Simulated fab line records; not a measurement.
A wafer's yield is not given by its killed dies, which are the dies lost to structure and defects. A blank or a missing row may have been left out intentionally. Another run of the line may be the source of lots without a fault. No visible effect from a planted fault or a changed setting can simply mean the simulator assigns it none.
fab line records ; flow sky130
[record] lots = 6; wafers = 18; last_day = 49
route steps=708 shown FIELD_ISO@31 NWELL@32 DNWELL@35 PWDE@45 PAD_OPEN@708
lots that met no fault: from a run of the same line without faults
start_h: hours from the record's opening day to when the first of the lot's shown wafers began ; wait_h: hours since the lot's step before ; " unchanged from the row above ; L1.1+2: several wafers, shown together as one row ; - either no value or no given start ; * or withheld: withheld ; < > ~ a bound
route shown NAME@n: NAME is a module with steps in the file, n the number in the route of the first one ; usual: mean/standard deviation taken from wafers without a fault ; same: alike in all rows ; chamber/n: place in a boat ; sites: readings site by site ; _std_site: standard deviation across them ; _edge_site: mean of outer sites minus mean of inner sites ; radius_mm: how far each site lies from the wafer's centre ; mask NAME#n: copy n ; behind: tool/chamber where the wafer was last shaped ; hold: the reason the lot was held/the length of the hold in hours/how it ended ; device: which transistor (n, p or np) failed to switch ; end of line: tests of these same wafers at the route's end ; a step with no rows: only its recipe ; killed: the dies lost at the first sort to structure and to defects; this is not the yield of the wafer ; map: a wafer's dies, x killed, . not, _ none there
set.NAME: the setting the step ran with; set.NAME@STEP: the setting that earlier step ran with ; model.NAME: the simulator's own value behind a step, which no gauge read
lots at some steps of the route; a table a step, a row a wafer
services: when a tool's chamber went out of use (start_h, in hours from the record's first day, below 0 if earlier), for how many hours, and the reason
[[steps]]
[step SKY_FIELD_ISO_WET_ETCH_30]
[recipe] chemistry = dHF; target_depth_nm = 25; target = SiO2; dilution = 10:1; temp_c = 25; time_s = 50
[step SKY_NWELL_CLEAN_00]
[recipe] chemistry = SC1/SC2; mix = 1:4:20; temp_c = 70; time_s = 150; dry = n2_spin
[step SKY_NWELL_OXIDATION_01]
[recipe] temp_c = 900; ambient = O2; stabilise_s = 600; purge_s = 300; target_thk_a = 100; ox_time_s = 1418
[step SKY_NWELL_THK_MEAS_02]
[recipe] reads = SiO2_of_NWELL_OXIDATION_01
[usual] NWELL_OXIDATION_THK = 9.98/0.18
lot.wafer;tool;chamber;start_h;wait_h;NWELL_OXIDATION_THK[nm]
L568.1;film_metro-04;-;60.00;0.0;10.45
L568.2;film_metro-04;-;60.00;0.0;10.42
L568.6;film_metro-04;-;60.00;0.0;10.24
L569.1;film_metro-03;-;63.84;0.0;10.08
L569.2;film_metro-03;-;63.84;0.0;10.05
L569.6;film_metro-03;-;63.84;0.0;9.90
L571.1;film_metro-03;-;69.14;0.0;10.19
L571.4;film_metro-03;-;69.14;0.0;10.10
L571.5;film_metro-03;-;69.14;0.0;10.16
L574.1;film_metro-04;-;88.60;0.0;9.76
L574.5;film_metro-04;-;88.60;0.0;9.77
L574.6;film_metro-04;-;88.60;0.0;9.80
L575.1;film_metro-04;-;96.10;0.0;9.99
L575.2;film_metro-04;-;96.10;0.0;10.13
L575.5;film_metro-04;-;96.10;0.0;10.01
L579.1;film_metro-02;-;119.88;0.0;9.77
L579.2;film_metro-02;-;119.88;0.0;9.65
L579.5;film_metro-02;-;119.88;0.0;9.59
[step SKY_DNWELL_DEHYDRATE_00]
[recipe] temp_c = 200; time_s = 60
[step SKY_DNWELL_HMDS_01]
[recipe] prime_time_s = 60; prime_temp_c = 120
[step SKY_DNWELL_COAT_02]
[recipe] spin_rpm = 2000; resist_thk_nm = 3000
[step SKY_DNWELL_SOFTBAKE_03]
[recipe] temp_c = 110; time_s = withheld
[step SKY_DNWELL_EXPOSE_04]
[recipe] mask_id = DNM; na = 0.57; target_cd_nm = 3000; dose_mj = 222
[step SKY_DNWELL_PEB_05]
[recipe] temp_c = 115; time_s = withheld
[step SKY_DNWELL_DEVELOP_06]
[recipe] wall_angle_deg = 90; developer = TMAH; develop_time_s = 60; dev_temp_c = 23
[step SKY_DNWELL_IMPLANT_07]
[recipe] species = P; energy_kev = withheld; dose_cm2 = withheld; tilt_deg = withheld
[step SKY_DNWELL_STRIP_08]
[recipe] chemistry = O2/N2; power_w = 1400; pressure_mtorr = 1500; platen_temp_c = withheld; o2_flow_sccm = 3000; n2_flow_sccm = 300; overash_fraction = 0.5
[usual] drypump_motor_current_A = 5.2/0.32; oes_product_au = 0.722/0.0048; strip_time_to_endpoint_s = 36.90/0.098
lot.wafer;tool;chamber;start_h;wait_h;drypump_motor_current_A;oes_product_au;rf_hours_counter_h;strip_time_to_endpoint_s
L568.1;plasma_asher-04;0;77.07;0.1;5.2;0.719;40;36.92
L568.2;plasma_asher-04;1;77.07;0.1;4.9;0.728;40;36.91
L568.6;plasma_asher-04;1;77.07;0.1;4.9;0.720;-;36.96
L569.1;plasma_asher-04;0;81.76;0.1;5.2;0.721;40;36.85
L569.2;plasma_asher-04;1;81.76;0.1;4.9;0.718;40;36.84
L569.6;plasma_asher-04;1;81.76;0.1;4.9;0.723;-;36.86
L571.1;plasma_asher-01;1;87.04;0.1;4.8;0.725;29;36.74
L571.4;plasma_asher-01;1;87.04;0.1;4.9;0.720;-;36.75
L571.5;plasma_asher-01;1;87.04;0.1;4.8;0.721;-;36.77
L574.1;plasma_asher-02;0;106.26;0.1;5.1;0.717;39;36.78
L574.5;plasma_asher-02;1;106.26;0.1;5.6;0.726;-;36.74
L574.6;plasma_asher-02;0;106.26;0.1;5.1;0.718;-;36.82
L575.1;plasma_asher-01;0;113.92;0.1;5.7;0.722;31;37.11
L575.2;plasma_asher-01;1;113.92;0.1;4.9;0.718;31;37.07
L575.5;plasma_asher-01;0;113.92;0.1;5.7;0.724;-;37.03
L579.1;plasma_asher-01;1;138.10;0.1;4.8;0.721;34;36.94
L579.2;plasma_asher-01;0;138.10;0.1;5.7;0.728;34;36.89
L579.5;plasma_asher-01;0;138.10;0.1;5.7;0.724;-;36.98
[step SKY_DNWELL_TW_MEAS_09]
[usual] DNWELL_TW = 1115/7.8
lot.wafer;tool;chamber;start_h;wait_h;DNWELL_TW
L568.1;film_metro-03;-;77.17;0.1;1121
L568.2;film_metro-03;-;77.17;0.1;1122
L568.6;film_metro-03;-;77.17;0.1;1123
L569.1;film_metro-03;-;81.86;0.1;1114
L569.2;film_metro-03;-;81.86;0.1;1127
L569.6;film_metro-03;-;81.86;0.1;1124
L571.1;film_metro-03;-;87.14;0.1;1122
L571.4;film_metro-03;-;87.14;0.1;1122
L571.5;film_metro-03;-;87.14;0.1;1124
L574.1;film_metro-02;-;106.35;0.1;1110
L574.5;film_metro-02;-;106.35;0.1;1116
L574.6;film_metro-02;-;106.35;0.1;1112
L575.1;film_metro-02;-;114.02;0.1;1098
L575.2;film_metro-02;-;114.02;0.1;1106
L575.5;film_metro-02;-;114.02;0.1;1109
L579.1;film_metro-03;-;138.20;0.1;1129
L579.2;film_metro-03;-;138.20;0.1;1128
L579.5;film_metro-03;-;138.20;0.1;1127
[step SKY_PWDE_DEHYDRATE_00]
[recipe] temp_c = 200; time_s = 60
[step SKY_PWDE_HMDS_01]
[recipe] prime_time_s = 60; prime_temp_c = 120
[step SKY_PWDE_COAT_02]
[recipe] spin_rpm = 2000; resist_thk_nm = 3000
[step SKY_PWDE_SOFTBAKE_03]
[recipe] temp_c = 110; time_s = withheld
[step SKY_PWDE_EXPOSE_04]
[recipe] mask_id = PWDEM; na = 0.6; source_shape = conventional; sigma_outer = 0.6; polarization = unpolarized; target_cd_nm = 840; dose_mj = 214
[step SKY_PWDE_PEB_05]
[recipe] temp_c = 115; time_s = withheld
[step SKY_PWDE_DEVELOP_06]
[recipe] wall_angle_deg = 90; developer = TMAH; develop_time_s = 60; dev_temp_c = 23
[step SKY_PWDE_OVL_MEAS_07]
[usual] PWDE_OVL = -0.2/1.4
lot.wafer;tool;chamber;start_h;wait_h;PWDE_OVL[nm]
L568.1;overlay-01;-;95.86;-;-0.4
L568.2;overlay-01;-;95.86;-;0.4
L568.6;overlay-01;-;95.86;-;-1.4
L569.1;overlay-02;-;100.61;-;1.6
L569.2;overlay-02;-;100.61;-;0.3
L569.6;overlay-02;-;100.61;-;2.9
L571.1;overlay-01;-;105.16;-;0.5
L571.4;overlay-01;-;105.16;-;0.7
L571.5;overlay-01;-;105.16;-;0.1
L574.1;overlay-01;-;123.63;-;-0.7
L574.5;overlay-01;-;123.63;-;0.3
L574.6;overlay-01;-;123.63;-;0.7
L575.1;overlay-01;-;130.96;-;0.5
L575.2;overlay-01;-;130.96;-;1.5
L575.5;overlay-01;-;130.96;-;0.0
L579.1;overlay-01;-;156.90;-;2.3
L579.2;overlay-01;-;156.90;-;1.4
L579.5;overlay-01;-;156.90;-;0.8
[step SKY_PWDE_IMPLANT_08]
[recipe] species = B; energy_kev = 150; dose_cm2 = 3.6e+12; tilt_deg = withheld
[step SKY_PWDE_STRIP_09]
[recipe] chemistry = O2/N2; power_w = 1400; pressure_mtorr = 1500; platen_temp_c = withheld; o2_flow_sccm = 3000; n2_flow_sccm = 300; overash_fraction = 0.5
[usual] drypump_motor_current_A = 5.5/0.46; oes_product_au = 0.723/0.0045; strip_time_to_endpoint_s = 36.88/0.11
lot.wafer;tool;chamber;start_h;wait_h;drypump_motor_current_A;oes_product_au;rf_hours_counter_h;strip_time_to_endpoint_s
L568.1;plasma_asher-02;0;96.04;0.1;5.2;0.726;38;36.90
L568.2;plasma_asher-02;1;96.04;0.1;5.6;0.721;38;36.81
L568.6;plasma_asher-02;1;96.04;0.1;5.6;0.720;-;36.98
L569.1;plasma_asher-02;0;100.79;0.1;5.1;0.727;38;36.93
L569.2;plasma_asher-02;1;100.79;0.1;5.6;0.730;38;36.83
L569.6;plasma_asher-02;1;100.79;0.1;5.6;0.719;-;36.93
L571.1;plasma_asher-02;0;105.34;0.1;5.1;0.719;39;36.76
L571.4;plasma_asher-02;0;105.34;0.1;5.1;0.721;-;36.85
L571.5;plasma_asher-02;1;105.34;0.1;5.6;0.727;-;36.79
L574.1;plasma_asher-02;1;123.81;0.1;5.6;0.723;1;36.83
L574.5;plasma_asher-02;1;123.81;0.1;5.6;0.720;-;36.97
L574.6;plasma_asher-02;0;123.81;0.1;5.1;0.726;-;36.93
L575.1;plasma_asher-03;0;131.14;0.1;6.3;0.725;43;37.03
L575.2;plasma_asher-03;1;131.14;0.1;5.8;0.728;43;37.02
L575.5;plasma_asher-03;0;131.14;0.1;6.4;0.721;-;36.90
L579.1;plasma_asher-01;0;157.09;0.1;5.7;0.723;36;37.07
L579.2;plasma_asher-01;1;157.09;0.1;4.8;0.728;36;37.17
L579.5;plasma_asher-01;0;157.09;0.1;5.7;0.717;-;37.07
[step SKY_PWDE_TW_MEAS_10]
[usual] PWDE_TW = 375/3.1
lot.wafer;tool;chamber;start_h;wait_h;PWDE_TW
L568.1;film_metro-03;-;96.14;0.1;377
L568.2;film_metro-03;-;96.14;0.1;377
L568.6;film_metro-03;-;96.14;0.1;377
L569.1;film_metro-02;-;100.89;0.1;371
L569.2;film_metro-02;-;100.89;0.1;373
L569.6;film_metro-02;-;100.89;0.1;372
L571.1;film_metro-03;-;105.44;0.1;376
L571.4;film_metro-03;-;105.44;0.1;377
L571.5;film_metro-03;-;105.44;0.1;378
L574.1;film_metro-03;-;123.91;0.1;376
L574.5;film_metro-03;-;123.91;0.1;376
L574.6;film_metro-03;-;123.91;0.1;377
L575.1;film_metro-03;-;131.24;0.1;376
L575.2;film_metro-03;-;131.24;0.1;377
L575.5;film_metro-03;-;131.24;0.1;375
L579.1;film_metro-04;-;157.19;0.1;375
L579.2;film_metro-04;-;157.19;0.1;377
L579.5;film_metro-04;-;157.19;0.1;376
[step SKY_NWELL_DEHYDRATE_03]
[recipe] temp_c = 200; time_s = 60
[step SKY_NWELL_HMDS_04]
[recipe] prime_time_s = 60; prime_temp_c = 120
[step SKY_NWELL_COAT_05]
[recipe] spin_rpm = 2000; resist_thk_nm = 3000
[step SKY_NWELL_SOFTBAKE_06]
[recipe] temp_c = 110; time_s = withheld
[step SKY_NWELL_EXPOSE_07]
[recipe] mask_id = NWM; na = 0.6; source_shape = conventional; sigma_outer = 0.6; polarization = unpolarized; target_cd_nm = 840; dose_mj = 255
[step SKY_NWELL_PEB_08]
[recipe] temp_c = 115; time_s = withheld
[step SKY_NWELL_DEVELOP_09]
[recipe] wall_angle_deg = 90; developer = TMAH; develop_time_s = 60; dev_temp_c = 23
[step SKY_NWELL_OVL_MEAS_10]
[usual] NWELL_00_OVL = -0.6/1.2
lot.wafer;tool;chamber;start_h;wait_h;NWELL_00_OVL[nm]
L568.1;overlay-01;-;114.03;-;2.8
L568.2;overlay-01;-;114.03;-;2.3
L568.6;overlay-01;-;114.03;-;-0.9
L569.1;overlay-01;-;118.73;-;0.6
L569.2;overlay-01;-;118.73;-;-1.0
L569.6;overlay-01;-;118.73;-;1.0
L571.1;overlay-02;-;123.61;-;-0.1
L571.4;overlay-02;-;123.61;-;-0.9
L571.5;overlay-02;-;123.61;-;-2.1
L574.1;overlay-02;-;142.65;-;-2.3
L574.5;overlay-02;-;142.65;-;-1.2
L574.6;overlay-02;-;142.65;-;0.1
L575.1;overlay-02;-;149.03;-;-1.7
L575.2;overlay-02;-;149.03;-;-0.9
L575.5;overlay-02;-;149.03;-;-0.7
L579.1;overlay-02;-;177.77;-;0.0
L579.2;overlay-02;-;177.77;-;-2.9
L579.5;overlay-02;-;177.77;-;-0.9
[step SKY_NWELL_IMPLANT_11]
[recipe] species = P; energy_kev = 400; dose_cm2 = 1.9e+13; tilt_deg = withheld
[step SKY_NWELL_IMPLANT_12]
[recipe] species = P; energy_kev = 120; dose_cm2 = 1.3e+12; tilt_deg = withheld
[step SKY_NWELL_IMPLANT_13]
[recipe] species = P; energy_kev = 50; dose_cm2 = 7e+11; tilt_deg = withheld
[step SKY_NWELL_STRIP_14]
[recipe] chemistry = O2/N2; power_w = 1400; pressure_mtorr = 1500; platen_temp_c = withheld; o2_flow_sccm = 3000; n2_flow_sccm = 300; overash_fraction = 0.5
[usual] drypump_motor_current_A = 5.6/0.55; oes_product_au = 0.723/0.0039; strip_time_to_endpoint_s = 36.92/0.12
lot.wafer;tool;chamber;start_h;wait_h;drypump_motor_current_A;oes_product_au;rf_hours_counter_h;strip_time_to_endpoint_s
L568.1;plasma_asher-01;0;114.51;0.1;5.7;0.717;31;36.90
L568.2;plasma_asher-01;1;114.51;0.1;4.8;0.719;31;37.00
L568.6;plasma_asher-01;1;114.51;0.1;4.8;0.725;-;36.93
L569.1;plasma_asher-04;0;119.21;0.1;5.2;0.722;44;36.58
L569.2;plasma_asher-04;1;119.21;0.1;4.9;0.716;44;36.71
L569.6;plasma_asher-04;1;119.21;0.1;4.9;0.726;-;36.71
L571.1;plasma_asher-01;0;124.09;0.1;5.7;0.718;33;36.92
L571.4;plasma_asher-01;0;124.09;0.1;5.7;0.716;-;36.98
L571.5;plasma_asher-01;1;124.09;0.1;4.8;0.719;-;36.93
L574.1;plasma_asher-03;1;143.14;0.1;5.8;0.725;44;36.88
L574.5;plasma_asher-03;1;143.14;0.1;5.8;0.726;-;36.78
L574.6;plasma_asher-03;0;143.14;0.1;6.3;0.721;-;36.83
L575.1;plasma_asher-03;1;149.51;0.1;5.8;0.722;44;36.83
L575.2;plasma_asher-03;0;149.51;0.1;6.3;0.724;44;36.87
L575.5;plasma_asher-03;1;149.51;0.1;5.8;0.720;-;36.97
L579.1;plasma_asher-03;0;178.26;0.1;6.3;0.716;47;36.81
L579.2;plasma_asher-03;1;178.26;0.1;5.8;0.725;47;37.00
L579.5;plasma_asher-03;0;178.26;0.1;6.3;0.724;-;36.95
[step SKY_NWELL_TW_MEAS_15]
[usual] NWELL_TW = 1820/15
lot.wafer;tool;chamber;start_h;wait_h;NWELL_TW
L568.1;film_metro-02;-;114.61;0.1;1812
L568.2;film_metro-02;-;114.61;0.1;1816
L568.6;film_metro-02;-;114.61;0.1;1814
L569.1;film_metro-02;-;119.31;0.1;1815
L569.2;film_metro-02;-;119.31;0.1;1808
L569.6;film_metro-02;-;119.31;0.1;1818
L571.1;film_metro-04;-;124.19;0.1;1835
L571.4;film_metro-04;-;124.19;0.1;1835
L571.5;film_metro-04;-;124.19;0.1;1828
L574.1;film_metro-04;-;143.24;0.1;1818
L574.5;film_metro-04;-;143.24;0.1;1819
L574.6;film_metro-04;-;143.24;0.1;1821
L575.1;film_metro-03;-;149.61;0.1;1841
L575.2;film_metro-03;-;149.61;0.1;1846
L575.5;film_metro-03;-;149.61;0.1;1839
L579.1;film_metro-02;-;178.36;0.1;1804
L579.2;film_metro-02;-;178.36;0.1;1788
L579.5;film_metro-02;-;178.36;0.1;1794
[step SKY_NWELL_DEHYDRATE_16]
[recipe] temp_c = 200; time_s = 60
[step SKY_NWELL_HMDS_17]
[recipe] prime_time_s = 60; prime_temp_c = 120
[step SKY_NWELL_COAT_18]
[recipe] spin_rpm = 2000; resist_thk_nm = 3000
[step SKY_NWELL_SOFTBAKE_19]
[recipe] temp_c = 110; time_s = withheld
[step SKY_PAD_OPEN_PROBE_99]
[usual] killed_at_M0_to_M3 = 44/7.4; killed_at_M4_up = 3.1/1.8; killed_at_contacts = 25/6; killed_at_front_end = 15/4.4; killed_at_other = 0.3/0.49; killed_dies = 88/10; killed_open = 48/7.4; killed_short = 39/6.3
[same] gross_dies = 492; killed_at_back_side = 0
lot.wafer;tool;chamber;start_h;wait_h;hold;killed_at_M0_to_M3;killed_at_M4_up;killed_at_contacts;killed_at_front_end;killed_at_other;killed_dies;killed_open;killed_short
L568.1;prober-01;-;1111.59;0.1;-;40;4;33;20;0;97;53;44
L568.2;prober-01;-;1111.64;0.1;-;47;3;24;16;0;90;49;41
L568.6;prober-01;-;1111.84;0.2;-;35;0;32;19;0;86;51;35
L569.1;prober-01;-;1118.00;0.1;-;42;2;19;19;0;82;39;43
L569.2;prober-01;-;1118.05;0.1;-;48;4;24;9;1;86;42;44
L569.6;prober-01;-;1118.25;0.2;-;37;2;30;17;0;86;51;35
L571.1;prober-02;-;1124.55;0.1;-;48;5;31;11;0;95;46;49
L571.4;prober-02;-;1124.70;0.2;-;45;2;18;16;0;81;40;41
L571.5;prober-02;-;1124.75;0.2;-;48;6;30;16;0;100;54;46
L574.1;prober-01;-;1144.26;0.1;-;52;3;24;15;0;94;49;45
L574.5;prober-01;-;1144.46;0.2;-;49;2;23;15;1;90;53;37
L574.6;prober-01;-;1144.51;0.2;-;38;4;24;15;0;81;45;36
L575.1;prober-01;-;1154.17;0.1;await_dispo/4.4h/release;55;2;18;60;0;135;57;40
L575.2;prober-01;-;1154.22;0.1;await_dispo/4.4h/release;39;6;22;12;0;79;42;37
L575.5;prober-01;-;1154.37;0.2;await_dispo/4.4h/release;36;3;12;47;0;98;31;30
L579.1;prober-02;-;1178.30;0.1;await_dispo/7.9h/release;49;5;19;9;0;82;51;31
L579.2;prober-02;-;1178.35;0.1;await_dispo/7.9h/release;42;3;26;55;0;126;40;48
L579.5;prober-02;-;1178.50;0.2;await_dispo/7.9h/release;35;2;14;50;0;101;32;37
// killed by level:class
L568.1 LI_CONTACT:geometric_particle:open=11 VIA1:geometric_particle:open=11 CONTACT:geometric_particle:open=9 LOCAL_INTERCONNECT:geometric_particle:short=7 FIELD_ISO:geometric_particle:short=6 METAL2:geometric_particle:short=6 POLY_GATE:geometric_particle:short=5 VIA1:geometric_particle:short=5
L568.2 VIA1:geometric_particle:open=14 VIA2:geometric_particle:open=9 VIA1:geometric_particle:short=8 LI_CONTACT:geometric_particle:open=6 CONTACT:geometric_particle:short=6 VIA3:geometric_particle:open=6 FIELD_ISO:geometric_particle:open=5 LI_CONTACT:geometric_particle:short=5
L568.6 CONTACT:geometric_particle:open=17 VIA1:geometric_particle:open=12 FIELD_ISO:geometric_particle:short=6 LI_CONTACT:geometric_particle:open=5 LOCAL_INTERCONNECT:geometric_particle:short=5 METAL3:geometric_particle:short=5 VIA3:geometric_particle:open=5 FIELD_ISO:geometric_particle:open=4
L569.1 CONTACT:geometric_particle:open=8 FIELD_ISO:geometric_particle:short=6 VIA1:geometric_particle:short=6 VIA1:geometric_particle:open=6 VIA3:geometric_particle:open=6 VIA2:geometric_particle:open=5 SPACER:geometric_particle:short=4 CONTACT:geometric_particle:short=4
L569.2 METAL1:geometric_particle:short=11 LI_CONTACT:geometric_particle:open=9 VIA2:geometric_particle:open=7 CONTACT:geometric_particle:short=6 VIA1:geometric_particle:open=6 VIA3:geometric_particle:open=6 CONTACT:geometric_particle:open=5 FIELD_ISO:geometric_particle:short=4
L569.6 LI_CONTACT:geometric_particle:open=13 VIA1:geometric_particle:open=10 CONTACT:geometric_particle:open=7 VIA3:geometric_particle:open=7 CONTACT:geometric_particle:short=6 METAL3:geometric_particle:short=5 FIELD_ISO:geometric_particle:short=4 METAL1:geometric_particle:short=4
L571.1 CONTACT:geometric_particle:open=10 METAL2:geometric_particle:short=10 CONTACT:geometric_particle:short=9 METAL1:geometric_particle:short=8 VIA1:geometric_particle:open=7 VIA3:geometric_particle:open=7 VIA2:geometric_particle:open=6 LI_CONTACT:geometric_particle:short=4
L571.4 VIA3:geometric_particle:open=10 VIA1:geometric_particle:short=6 VIA1:geometric_particle:open=6 LI_CONTACT:geometric_particle:short=5 VIA2:geometric_particle:open=5 FIELD_ISO:geometric_particle:short=4 CONTACT:geometric_particle:open=4 METAL2:geometric_particle:short=4
L571.5 VIA1:geometric_particle:open=16 CONTACT:geometric_particle:open=12 POLY_GATE:geometric_particle:short=8 LI_CONTACT:geometric_particle:open=8 VIA2:geometric_particle:open=7 METAL1:geometric_particle:short=6 VIA1:geometric_particle:short=5 LOCAL_INTERCONNECT:geometric_particle:short=4
L574.1 VIA1:geometric_particle:open=13 CONTACT:geometric_particle:open=9 METAL2:geometric_particle:short=6 VIA2:geometric_particle:open=6 VIA1:geometric_particle:short=6 POLY_GATE:geometric_particle:short=5 LI_CONTACT:geometric_particle:open=5 LOCAL_INTERCONNECT:geometric_particle:short=5
L574.5 VIA2:geometric_particle:open=13 VIA1:geometric_particle:open=12 LI_CONTACT:geometric_particle:open=9 VIA1:geometric_particle:short=6 FIELD_ISO:geometric_particle:open=5 POLY_GATE:geometric_particle:short=5 CONTACT:geometric_particle:open=5 METAL2:geometric_particle:short=5
L574.6 LI_CONTACT:geometric_particle:open=8 CONTACT:geometric_particle:open=8 VIA3:geometric_particle:open=8 METAL1:geometric_particle:short=5 METAL2:geometric_particle:short=5 FIELD_ISO:geometric_particle:open=4 POLY_GATE:geometric_particle:short=4 METAL3:geometric_particle:short=4
L575.1 DNWELL:unspecified=38 VIA1:geometric_particle:open=12 VIA3:geometric_particle:open=9 METAL2:geometric_particle:short=9 POLY_GATE:geometric_particle:open=7 CONTACT:geometric_particle:open=7 VIA2:geometric_particle:open=6 FIELD_ISO:geometric_particle:open=5
L575.2 CONTACT:geometric_particle:open=10 FIELD_ISO:geometric_particle:open=6 METAL2:geometric_particle:short=6 LI_CONTACT:geometric_particle:open=5 VIA1:geometric_particle:open=5 VIA1:geometric_particle:short=5 VIA3:geometric_particle:open=5 METAL3:geometric_particle:short=4
L575.5 DNWELL:unspecified=37 VIA1:geometric_particle:open=10 VIA3:geometric_particle:open=8 FIELD_ISO:geometric_particle:short=5 METAL1:geometric_particle:short=5 VIA1:geometric_particle:short=5 LI_CONTACT:geometric_particle:open=4 CONTACT:geometric_particle:open=3
L579.1 VIA2:geometric_particle:open=10 VIA1:geometric_particle:open=9 VIA3:geometric_particle:open=8 LI_CONTACT:geometric_particle:open=7 METAL3:geometric_particle:short=4 POLY_GATE:geometric_particle:open=4 METAL2:geometric_particle:short=4 CONTACT:geometric_particle:short=4
L579.2 DNWELL:unspecified=38 LI_CONTACT:geometric_particle:open=9 CONTACT:geometric_particle:open=9 VIA1:geometric_particle:open=8 POLY_GATE:geometric_particle:short=7 METAL1:geometric_particle:short=6 VIA3:geometric_particle:short=6 FIELD_ISO:geometric_particle:short=5
L579.5 DNWELL:unspecified=32 FIELD_ISO:geometric_particle:short=7 VIA2:geometric_particle:open=7 METAL1:geometric_particle:short=7 VIA1:geometric_particle:open=5 CONTACT:geometric_particle:open=5 METAL3:geometric_particle:short=5 LI_CONTACT:geometric_particle:short=3
// map L575.1 (x killed, . not)
__________.......x.x_________
________.....x..x....._______
______xx....x.....x..x.._____
_____xx.x.......x.....x..____
____xxxxxxx.x.x.x........x___
___xxxxxx...x...x.x...xxx..__
__xxxxxx.xx.x...xx...x......_
_xxxxxx.x....x......xx.......
_.xxxxx......x..x...........x
_xx..xx........x..xx.........
_..x..x.......xx.......x....x
_........x..............x....
_.....x.x.......xx...xxx....x
_x.x.x.....x..x..xxx...xxxx..
_....................x.x..x..
__xx........xx.x...x.xx....._
___x....xx....x.....x......__
____..x.x.................___
_____.....xx......x...x..____
______.......x..x......._____
________...xx...x..xxx_______
__________....xx..x._________
// map L579.2 (x killed, . not)
__________.....xx..._________
________...x.......x.._______
______...xxx.x.........._____
_____xxxx...............x____
____xxx...x...x....x......___
___xxxxxxx......x...x.....x__
__xxxxxxxx..........xx..x..._
_xxxxxxxx...........x.xx.....
_.xxxxxx.x.................x.
_x..xxx.....x.............xx.
_..x.x.....x...........xx....
_...x..x....xx.xxx.......xx..
_..x.....x..x..x.....xx.x...x
_..x.....x....xx....x.x.xx...
_.....x.........x.x....x.....
__..........xx.x.x....x..x.x_
___.........x..........x...__
____.x...x..........xx....___
_____x...xx.x......x.....____
______x......x.x........_____
________.......xx...x._______
__________x....x...._________
[[services]]
tool;chamber;start_h;hours;kind
plasma_asher-02;-;108.75;9.0;pm
plasma_asher-02;0;108.75;9.0;vent_cycle
plasma_asher-02;1;108.75;9.0;vent_cycle
plasma_asher-02;0;117.75;-;clean
plasma_asher-02;1;117.75;-;clean
plasma_asher-02;-;143.17;2.8;pm
plasma_asher-02;-;150.65;0.6;repair
plasma_asher-04;-;154.32;3.3;repair
[[key]]
[first_sign] step = SKY_PAD_OPEN_PROBE_99; reading = killed_at_front_end; direction = up; sigmas = 8.5; usual = 15; struck = 53
[effect] step = SKY_PAD_OPEN_PROBE_99; reading = killed_dies; direction = up; sigmas = 2.7; usual = 88; struck = 115
met_at SKY_DNWELL_STRIP_08
struck_wafers L575.1,L575.5,L579.2,L579.5
tester_left_out L575,L579
[fault] kind = chamber_particle_source; tool = plasma_asher-01; chamber = 0; onset_h = 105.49; steps = SKY_DNWELL_STRIP_08; rate_per_visit_cm2 = 0.70444; end_h = 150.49
// tester_left_out: of these lots the tester's yield and bins aren't shown, on N5 and GAA mostly nor the transistor test; their killed dies are dies lost to structure and defects alone, not to doping, threshold or leakage, so they don't give the yield
